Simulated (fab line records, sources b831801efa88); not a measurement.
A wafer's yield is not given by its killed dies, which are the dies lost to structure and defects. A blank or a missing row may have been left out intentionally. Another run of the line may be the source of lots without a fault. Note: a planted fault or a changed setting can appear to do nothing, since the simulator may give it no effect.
Code-filled problem report in 8D (eight disciplines) form | flow sky130 | the parts of the form that need people (team, actions taken, sign-off) are left out

== 1. THE ISSUE ==
VIA1_W_RS at SKY_VIA1_RS_MEAS_22 reads a mean of 0.594 ohm/sq on 2 wafers of 2 lots; wafers without a fault read 0.426 ohm/sq with a standard deviation of 0.0066. Relative to the usual mean, that is a shift of +25 standard deviations.
The step: measures by four-point-probe.
Seen first at day 36 09:13 on film metro-01, wafer L434.3. The record holds 29 wafers of 10 lots with a number at this step. Rule for "out", or "out of limits": more than 4 standard deviations from the usual mean. The other wafers with a number count as sound.

== 2. WHAT IT IS, WHAT IT ISN'T ==
question                    | is                           | is not
which readings at this step | VIA1_W_RS                    | -
which lots                  | L434, L438                   | L429, L430, L431, L432, L435, L446, L449, L451
which wafers of those lots  | L434.3, L438.3               | L434.4, L434.6, L438.2
read on which gauges        | film metro-01, film metro-02 | film metro-03
when                        | from day 36 09:13            | up to then (17 sound wafers); but 10 sound wafers of L438, L446, L449, L451 came after

== 3. WHAT RULES OUT EACH SUSPECT ==
Counting: if a tool at a process step up to the reading ran every lot that is out, it stays a suspect. Sound lots after the first of them don't rule it out here, since some wafers of a struck lot are sound.
- the gauge at SKY_VIA1_RS_MEAS_22: ruled out. The wafers that are out were read on 2 gauges (film metro-01, film metro-02).
- rie metal-04 at SKY_METAL1_DESCUM_17 (chemistry O2, time 8 s): kept. It ran every lot that is out, first L434 (day 35 04:59).
- cvd w-02 at SKY_VIA1_CVD_21 (deposits W, target thk 270 nm, time 80.902 s): kept. It processed each lot that is out (first: L434, day 36 09:07); up to then, its last sound lot is L435 (day 36 06:02).
Remaining after the count are rie metal-04 at SKY_METAL1_DESCUM_17 and cvd w-02 at SKY_VIA1_CVD_21.

== 4. THE CAUSE (what the simulator had put in) ==
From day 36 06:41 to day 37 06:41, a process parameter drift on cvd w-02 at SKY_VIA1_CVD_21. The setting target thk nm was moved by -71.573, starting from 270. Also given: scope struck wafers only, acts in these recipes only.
Of the 2 suspects that counting leaves, this tool is one.

== 5. THE CHAIN OF EFFECTS, in route order ==
Each row: a reading where the mean over the struck wafers with a number is more than 3 standard deviations away from the usual. Readings are gone through only where the record gives a usual standard deviation; hours: the median, over the lots, of the time from a lot's start at the first step in this table giving one to that lot's start at this step; sigmas: the change measured in usual standard deviations.
hours | step                 | reading            | usual        | on struck wafers | change | sigmas
0     | SKY_VIA1_RS_MEAS_22  | VIA1_W_RS          | 0.426 ohm/sq | 0.594            | +0.168 | +25
0     | SKY_VIA1_THK_MEAS_23 | VIA1_W_THK         | 265 nm       | 192              | -73    | -16
0     | SKY_VIA1_CMP_24      | time to endpoint s | 65 s         | 48               | -17    | -5.3
The process steps in it:
- SKY_VIA1_CMP_24: polishes, stops on SiO2, t overpolish 15 s, target thk 0 nm.

== 6. WHAT WOULD HAVE CAUGHT IT SOONER ==
In this record the first reading out of limits at a measuring or inspecting step was taken at day 36 09:13, 3 hours after the fault began at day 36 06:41.
An alarm limit of 4 standard deviations would not have fired on the tool readings at SKY_VIA1_CVD_21 for which the record gives a usual standard deviation, since none of them was out on any struck wafer.
Lots out: 2; of these, L438 started SKY_VIA1_CVD_21 on cvd w-02 after day 36 09:13. A hold on the tool at that time would have spared it.
